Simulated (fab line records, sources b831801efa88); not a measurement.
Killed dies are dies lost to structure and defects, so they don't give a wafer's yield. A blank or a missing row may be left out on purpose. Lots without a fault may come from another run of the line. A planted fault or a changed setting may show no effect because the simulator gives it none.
Which tool did it? | flow gf180mcu | 14 lots, 42 wafers sampled, at 4 steps of a route of 602

WHAT THE GAUGES READ, wafer by wafer
GF_VT_IMPLANT_TW_MEAS_32.
lot  | measured     | on            | VT_IMPLANT_3_TW
L331 | day 6 22:31  | film_metro-04 | 265.6 267.9 268.9
L332 | day 7 03:19  | film_metro-04 | 264.8 265.8 265.3
L335 | day 8 00:38  | film_metro-04 | 267.6 268.9 266.7
L336 | day 8 08:22  | film_metro-03 | 269.7 270.5 272.8
L337 | day 8 13:08  | film_metro-02 | 269.3 266.6 267.6
L339 | day 9 02:47  | film_metro-02 | 269.9 269.8 269.3
L342 | day 9 22:48  | film_metro-04 | 267.3 266.3 267.4
L344 | day 10 07:08 | film_metro-02 | 266.2 266.9 267.6
L347 | day 11 03:21 | film_metro-04 | 267.1 267.6 266.6
L349 | day 11 20:36 | film_metro-02 | 267.2 266.8 266.1
L350 | day 12 03:08 | film_metro-03 | 268.3 268.8 267.9
L351 | day 12 09:21 | film_metro-04 | 270.3 268.2 267.9
L352 | day 12 16:45 | film_metro-04 | 269.2 268.9 269.0
L353 | day 12 20:34 | film_metro-02 | 267.7 268.6 267.2

GF_POLY_GATE_OVL_MEAS_11.
lot  | measured     | on         | POLY_GATE_OVL (nm)
L331 | day 9 04:41  | overlay-01 | 12 -2 3
L332 | day 9 10:23  | overlay-01 | 7 -7 -6
L335 | day 10 09:29 | overlay-01 | 16 12 13
L336 | day 10 18:05 | overlay-02 | -4 -3 -6
L337 | day 11 00:41 | overlay-01 | 12 0 7
L339 | day 11 13:46 | overlay-01 | -2 14 7
L342 | day 12 11:55 | overlay-01 | 8 7 -1
L344 | day 13 01:35 | overlay-02 | -12 -10 -7
L347 | day 13 19:43 | overlay-01 | 9 3 7
L349 | day 14 16:10 | overlay-02 | -4 -3 -9
L350 | day 14 21:13 | overlay-01 | 7 -10 -6
L351 | day 15 04:50 | overlay-01 | -5 8 8
L352 | day 15 13:10 | overlay-01 | 4 -2 5
L353 | day 15 17:20 | overlay-02 | -1 3 -1

GF_HV_LDD_CD_MEAS_31: target cd 400 nm.
lot  | measured     | on        | cd_nm (nm)
L331 | day 11 11:27 | cd_sem-01 | 403.6 403.0 401.2
L332 | day 11 18:33 | cd_sem-02 | 404.3 404.9 404.3
L335 | day 12 21:28 | cd_sem-01 | 404.1 405.7 404.8
L336 | day 13 07:59 | cd_sem-02 | 408.4 404.0 405.7
L337 | day 13 17:09 | cd_sem-01 | 406.2 404.4 406.1
L339 | day 14 03:21 | cd_sem-01 | 402.2 402.0 404.5
L342 | day 15 04:54 | cd_sem-02 | 404.1 400.7 401.1
L344 | day 15 18:21 | cd_sem-02 | 404.4 406.3 404.4
L347 | day 16 15:53 | cd_sem-01 | 400.9 401.6 402.6
L349 | day 17 13:18 | cd_sem-01 | 408.4 407.9 410.3
L350 | day 17 17:03 | cd_sem-02 | 402.2 400.1 402.1
L351 | day 18 01:18 | cd_sem-01 | 409.5 408.4 406.0
L352 | day 18 08:42 | cd_sem-01 | 402.2 403.9 399.3
L353 | day 18 14:07 | cd_sem-01 | 404.1 403.9 406.3

WHICH TOOL RAN EACH LOT (tool, then ch and the chambers of the sampled wafers, then the start)
lot  | GF_HV_LDD_IMPLANT_09
L331 | implanter-04 ch 0, day 9 23:25
L332 | implanter-03 ch 0, day 10 05:25
L335 | implanter-03 ch 0, day 11 05:59
L336 | implanter-04 ch 0, day 11 15:25
L337 | implanter-04 ch 0, day 12 00:12
L339 | implanter-04 ch 0, day 12 11:16
L342 | implanter-04 ch 0, day 13 10:21
L344 | implanter-02 ch 0, day 13 23:14
L347 | implanter-03 ch 0, day 14 19:10
L349 | implanter-02 ch 0, day 15 16:28
L350 | implanter-02 ch 0, day 15 20:42
L351 | implanter-04 ch 0, day 16 04:40
L352 | implanter-04 ch 0, day 16 11:54
L353 | implanter-03 ch 0, day 16 17:38
- GF_HV_LDD_IMPLANT_09

WHAT THE TOOLS THEMSELVES READ (means of the sampled wafers that have a number; where no wafer has one, the mark that the record gives instead)
GF_HV_LDD_IMPLANT_09.
lot  | tool         | beam_energy_keV | faraday_current_uA
L331 | implanter-04 | 39.995          | 563
L332 | implanter-03 | 39.995          | 569
L335 | implanter-03 | 40.003          | 565
L336 | implanter-04 | 39.997          | 563
L337 | implanter-04 | 40.005          | 566
L339 | implanter-04 | 38.594          | 569
L342 | implanter-04 | 38.584          | 568
L344 | implanter-02 | 40.000          | 551
L347 | implanter-03 | 40.001          | 559
L349 | implanter-02 | 39.992          | 562
L350 | implanter-02 | 39.995          | 570
L351 | implanter-04 | 40.002          | 572
L352 | implanter-04 | 39.999          | 558
L353 | implanter-03 | 40.008          | 563

THE ANSWER, worked out from the rows above alone
Rule: what is usual is taken from the lots themselves. Put in order of their means at a reading, lots are off if they are a third of the lots or fewer, leave a main group of 4 or more, and stand apart from it by a gap of 3 or more times the standard deviation of the main group's means; of several such gaps the widest counts. A main group whose means are all the same, to the digits that the tables above print for the reading, isn't used. A lot without any number at a reading at which 4 lots or more have one is off too. The other lots that the step has rows for count as sound. The gauges are gone through in route order, then the tools' own readings, and for those a lot's mean is taken as printed above. The first step at which some lot is off is used, and at that step the reading that is off furthest; a lot without a number counts as furthest.
Off: L339, L342, at GF_HV_LDD_IMPLANT_09 (beam_energy_keV). The main group: mean 39.999, standard deviation 0.0045.
A tool fits if, at that step or a process step before it, it ran every lot that is off, and no sound lot after the first of them. None of those tried fits.

WHAT THE SIMULATOR HAD PUT IN
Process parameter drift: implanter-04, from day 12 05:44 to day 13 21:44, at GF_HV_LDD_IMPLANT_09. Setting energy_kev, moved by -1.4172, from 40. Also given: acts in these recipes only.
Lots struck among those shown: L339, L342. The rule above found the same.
